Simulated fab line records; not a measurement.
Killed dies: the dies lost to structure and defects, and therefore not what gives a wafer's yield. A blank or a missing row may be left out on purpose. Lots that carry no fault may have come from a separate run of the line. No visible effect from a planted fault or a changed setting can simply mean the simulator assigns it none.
Matching of chambers | flow sky130 | SKY_CONTACT_CMP_27 on cmp-01: 4 sister chambers
The step polishes, stops on SiO2, t overpolish 15 s, target thk 0 nm. 14 wafers are shown with their chamber, then 6 later ones without.

## EACH WAFER AND ITS CHAMBER
wafer  | chamber | motor current A (A) | time to endpoint s (s) | overpolish run s (s)
L696.1 | 1       | 11.1                | 81                     | 15.007
L696.3 | 2       | 10.3                | 82                     | 14.987
L696.6 | 1       | 11.1                | 82                     | 14.991
L698.3 | 3       | 9.4                 | 88                     | 14.984
L698.4 | 1       | 11.0                | 82                     | 15.000
L698.5 | 2       | 10.9                | 85                     | 14.986
L699.1 | 0       | 10.0                | 81                     | 15.000
L699.4 | 1       | 11.4                | 81                     | 15.006
L699.6 | 3       | 10.6                | 82                     | 15.013
L700.1 | 2       | 10.3                | 82                     | 15.018
L700.5 | 2       | 10.3                | 82                     | 14.984
L700.6 | 3       | 9.9                 | 81                     | 15.001
L701.4 | 0       | 11.0                | 76                     | 14.998
L701.5 | 1       | 11.3                | 85                     | 15.005

SIGNATURES (averages over the wafers above)
reading            | chamber 0 | chamber 1 | chamber 2 | chamber 3 | scatter within a chamber
motor current A    | 10.500    | 11.180    | 10.450    | 9.967     | 0.401
time to endpoint s | 78.50     | 82.20     | 82.75     | 83.67     | 2.42
overpolish run s   | 14.99900  | 15.00180  | 14.99375  | 14.99933  | 0.0118
Rule: distance of a wafer from a chamber = root of the sum over the readings of ((wafer's reading minus chamber's mean) / reading's scatter) squared. If the next closest chamber is less than 2 further off than the closest, the wafer can't be placed; otherwise it belongs to the closest. The scatter: the root of (the sum of the squares of (reading less its chamber's mean) over the shown wafers, divided by (wafers less chambers)).

## WAFERS WITHOUT THEIR CHAMBER
wafer  | motor current A (A) | time to endpoint s (s) | overpolish run s (s)
L701.6 | 9.8                 | 76                     | 14.997
L706.2 | 9.8                 | 86                     | 15.002
L706.4 | 10.8                | 79                     | 14.997
L717.4 | 10.9                | 82                     | 15.015
L717.5 | 10.7                | 83                     | 15.006
L717.6 | 9.8                 | 85                     | 14.990

## THE CHAMBER EACH PASSED THROUGH
wafer  | from the rows above               | in truth
L701.6 | can't be placed: 0 or 3 or 2      | 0
L706.2 | can't be placed: 3 or 2           | 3
L706.4 | can't be placed: 0 or 1 or 2      | 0
L717.4 | can't be placed: 1 or 2 or 0 or 3 | 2
L717.5 | can't be placed: 2 or 1 or 3 or 0 | 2
L717.6 | can't be placed: 3 or 2           | 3
0 of 6 placed correctly. Unplaceable from these rows: 6, with the true chamber sitting among the candidates in 6. 0 placed wrongly.
